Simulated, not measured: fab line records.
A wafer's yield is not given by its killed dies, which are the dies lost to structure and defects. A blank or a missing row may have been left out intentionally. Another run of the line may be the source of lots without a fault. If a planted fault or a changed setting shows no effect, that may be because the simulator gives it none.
A lot that was struck, set against a sound lot | flow sky130 | 37 steps out of a route of 708
Sound: the wafers L196.1, L196.2, L196.5. Struck: wafer L200.5 (L200.4, L200.6, from the same lot, were not struck and are left out); the cause is given at the end.
For every step that has rows: the tool of each side, followed by ch and its chambers, followed by its first start. Under that, the readings that differ: sound wafers | struck wafers | difference of the means | sigmas: that difference in standard deviations of wafers without a fault.
alike: same words and numbers on both sides, and readings whose means sit less than 2 such deviations apart. not compared: any withheld reading, any reading some wafer has no value for, any bound like >300 that may hide the same value, and any number with overlapping values for which the record gives no deviation.
The two part at a step that has a row with sigmas, a row that says differs or no value, or rows on one side only. Numbers that have no deviation but don't overlap get no sigmas and don't part them. A reading missing from all wafers of one side parts the sides only when that side holds two or more wafers.

first, 10 steps without rows for these wafers: SKY_VIA3_CLEAN_18 (cleans in IPA, time 180 s); SKY_VIA3_CLEAN_19 (cleans in O3/DIW); SKY_VIA3_SPUTTER_20 (material TiN, target thk 20 nm, time 80 s); SKY_VIA3_CVD_21 (deposits W, target thk 390 nm, time 117.31 s); SKY_VIA3_CMP_24 (polishes, stops on SiO2, t overpolish 20 s, target thk 0 nm); SKY_METAL4_SPUTTER_00 (material Ti, target thk 15 nm, time 10 s); SKY_METAL4_SPUTTER_01 (material TiN, target thk 20 nm, time 16.7 s); SKY_METAL4_SPUTTER_02 (material AlCu, target thk 735 nm, time 39.1 s); SKY_METAL4_SPUTTER_03 (material Ti, target thk 5 nm, time 3.3 s); SKY_METAL4_SPUTTER_04 (material TiN, target thk 70 nm, time 58.3 s).
SKY_CAP2M_CVD_00: deposits SiO2, target thk 15.5 nm.
  sound on pecvd-04 ch 0,2, day 41 02:23; struck on pecvd-04 ch 2, day 42 00:48
  alike: heater_power_w
SKY_CAP2M_THK_MEAS_01:
  struck on film_metro-03, day 42 00:50; sound on film_metro-01, day 41 02:24
  reading               | sound             | struck | difference | sigmas
  CAP2M_CVD_00_THK (nm) | 14.98 15.38 15.68 | 14.04  | -1.31      | -6
then, 23 steps without rows for these wafers: SKY_CAP2M_SPUTTER_02 (material TiN, target thk 200 nm, time 166.7 s); SKY_CAP2M_DEHYDRATE_05 (time 60 s); SKY_CAP2M_HMDS_06 (prime time 60 s); SKY_CAP2M_COAT_07 (resist thk 1140 nm); SKY_CAP2M_SOFTBAKE_08 (time 60 s); SKY_CAP2M_EXPOSE_09 (exposes mask CAP2M, target cd 1000 nm); SKY_CAP2M_PEB_10; SKY_CAP2M_DEVELOP_11 (develop time 60 s); SKY_CAP2M_METAL_ETCH_13 (etches TiN in Cl2/BCl3, stops on SiO2, target depth 220 nm, time 62.9 s); SKY_CAP2M_STRIP_14 (strips in O2/N2); SKY_CAP2M_STRIP_15 (strips in post etch residue remover, time 1200 s); SKY_CAP2M_CLEAN_16 (cleans in IPA, time 180 s); SKY_CAP2M_CLEAN_17 (cleans in O3/DIW); SKY_METAL4_DEHYDRATE_05 (time 60 s); SKY_METAL4_HMDS_06 (prime time 60 s); SKY_METAL4_COAT_07 (resist thk 60 nm); SKY_METAL4_COAT_08 (resist thk 1140 nm); SKY_METAL4_SOFTBAKE_09 (time 90 s); SKY_METAL4_EXPOSE_10 (exposes mask MM4, target cd 300 nm); SKY_METAL4_PEB_11; SKY_METAL4_DEVELOP_12 (develop time 60 s); SKY_METAL4_DESCUM_15 (chemistry O2, time 8 s); SKY_METAL4_ETCH_16 (etches BARC in N2/H2, stops on SiO2, time 88.2 s, target depth 60 nm).
SKY_METAL4_ETCH_17: etches SiO2 in C4F8/O2/Ar, stops on TiN, time 3.9 s, target depth 15 nm.
  sound on rie_diel-02 ch 0,2,3, day 43 03:03; struck on rie_diel-01 ch 3, day 43 23:04
  reading               | sound             | struck | difference | sigmas
  oes_product_au (a.u.) | 0.747 0.758 0.754 | 0.715  | -0.038     | -5
  alike: bias_w
  not compared: rf_hours_counter_h
-- the record jumps here: 4 days lie between the struck wafers' starts before and after (it left off in module METAL4 and takes up again in module PAD_OPEN, whose first step shown is number 708 of the route) --
SKY_PAD_OPEN_PROBE_99:
  struck on prober-01, day 47 17:37; sound on prober-01, day 47 00:16
  reading                                       | sound                   | struck    | difference | sigmas
  defect_limited_yield (%)                      | 80.1 79.9 80.1          | 84.8      | +4.8       | +2
  killed_at_M0_to_M3                            | 47 56 50                | 31        | -20        | -3
  killed_dies                                   | 98 99 98                | 75        | -23        | -2
  killed_open                                   | 57 60 62                | 34        | -26        | -3
  model.etest.tester.sort_n_pass                | 394 393 394             | 349       | -45        |
  model.etest.tester.sort_bin_5_pct (%)         | 10.98 11.99 11.38       | 22.15     | +10.70     |
  model.etest.tester.sort_yield_pct (%)         | 80.08 79.88 80.08       | 70.94     | -9.07      |
  model.etest.cap_mim2.c_ff_um2_rim_less_centre | 0.01114 0.04198 -0.0108 | 0.7838    | +0.7697    |
  model.etest.tester.sort_bin_8_pct (%)         | 0 0 0                   | 1.879e-05 | +1.879e-05 |
  model.etest.tester.sort_bin_4_pct (%)         | 0 0 0                   | 1.484e-13 | +1.484e-13 |
  alike: killed_at_M4_up, killed_at_contacts, killed_at_front_end, killed_at_other, killed_short

== WHERE THEY PART ==
Last at SKY_PAD_OPEN_PROBE_99 as far as this record goes, first at SKY_CAP2M_THK_MEAS_01.

WHY: whatever the simulator had introduced
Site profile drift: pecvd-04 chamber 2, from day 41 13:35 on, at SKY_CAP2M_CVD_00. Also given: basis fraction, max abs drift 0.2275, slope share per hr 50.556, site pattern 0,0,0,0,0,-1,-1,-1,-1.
